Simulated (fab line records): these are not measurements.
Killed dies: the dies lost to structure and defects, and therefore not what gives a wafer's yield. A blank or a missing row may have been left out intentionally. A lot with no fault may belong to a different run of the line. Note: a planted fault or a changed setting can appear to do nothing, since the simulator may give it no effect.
One fault seen from 2 desks | flow gf180mcu | only its own numbers are on each desk; what lay behind them is given at the end

## TOOL OWNER'S DESK, pecvd-01
The tool's own readings at GF_PASSIVATION_CVD_02 (deposits Si3N4, target thk 700 nm, time 486.18 s): means of the sampled wafers that have a number, for each lot that ran on this tool. If a lot's mean is further than 4 standard deviations from the usual mean, the lot is out of limits and carries the mark OUT (the distance appears in the brackets).
Columns: A = heaterPowerW at GF_PASSIVATION_CVD_02, usual 698 W; B = susceptorTempC at GF_PASSIVATION_CVD_02, usual 399.99 C
lot  | first seen here | A   | B
L774 | day 29 07:38    | 674 | 400.33
L777 | day 30 08:08    | 582 | 399.99
L779 | day 30 19:40    | 578 | 400.11
L783 | day 32 02:34    | 688 | 400.17
L784 | day 32 03:23    | 692 | 399.87
L785 | day 32 14:01    | 613 | 399.95
Result from this desk: across the 6 lots, nothing is out of limits.

## AT THE METROLOGY DESK
What the gauges read, lot by lot, whatever tool the lot ran on: means of the sampled wafers that have a number. If a lot's mean is further than 4 standard deviations from the usual mean, the lot is out of limits and carries the mark OUT (the distance appears in the brackets).
Columns: A = cdNm at GF_TOP_METAL_CD_MEAS_14, usual 439.9 nm; B = TOP_METAL_OVL at GF_TOP_METAL_OVL_MEAS_15, usual -0.7 nm; C = PASSIVATION_CVD_02_THK at GF_PASSIVATION_THK_MEAS_03, usual 706 nm
lot  | first seen here | A     | B    | C
L772 | day 28 15:21    | 438.0 | -2.2 | 712
L774 | day 29 06:36    | 439.2 | -1.6 | 699
L777 | day 30 07:02    | 439.3 | -0.9 | 701
L779 | day 30 18:38    | 438.0 | -0.9 | 707
L782 | day 31 15:58    | 440.4 | -1.3 | 706
L783 | day 32 01:27    | 440.6 | -0.9 | 763 (+6.2) OUT
L784 | day 32 02:22    | 441.7 | 0.2  | 726
L785 | day 32 13:01    | 439.3 | -1.2 | 723
L787 | day 33 02:23    | 441.4 | -0.3 | 711
L789 | day 33 11:23    | 440.3 | -1.9 | 714
L792 | day 34 00:25    | 440.3 | -0.3 | 713
Per this desk, out of limits: L783; the first was L783, day 32 02:45 (PASSIVATION_CVD_02_THK at GF_PASSIVATION_THK_MEAS_03). In limits: L772, L774, L777, L779, L782, L784, L785, L787, L789, L792.

## ALL TOGETHER
At day 32 02:45 the metrology desk could have sounded an alarm, on L783.
Nothing out of limits was seen by the tool owner's desk.
On record at the tool owner's desk: L783, within its limits.
Of the lots named, all ran GF_PASSIVATION_CVD_02 on pecvd-01.

## WHAT WAS PUT IN BY THE SIMULATOR
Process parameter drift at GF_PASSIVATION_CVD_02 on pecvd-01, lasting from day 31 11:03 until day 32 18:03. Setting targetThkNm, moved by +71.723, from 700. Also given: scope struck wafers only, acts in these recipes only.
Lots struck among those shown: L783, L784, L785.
Per desk, hours elapsed from the start of the fault to the first reading out of limits: for the metrology desk, 16.
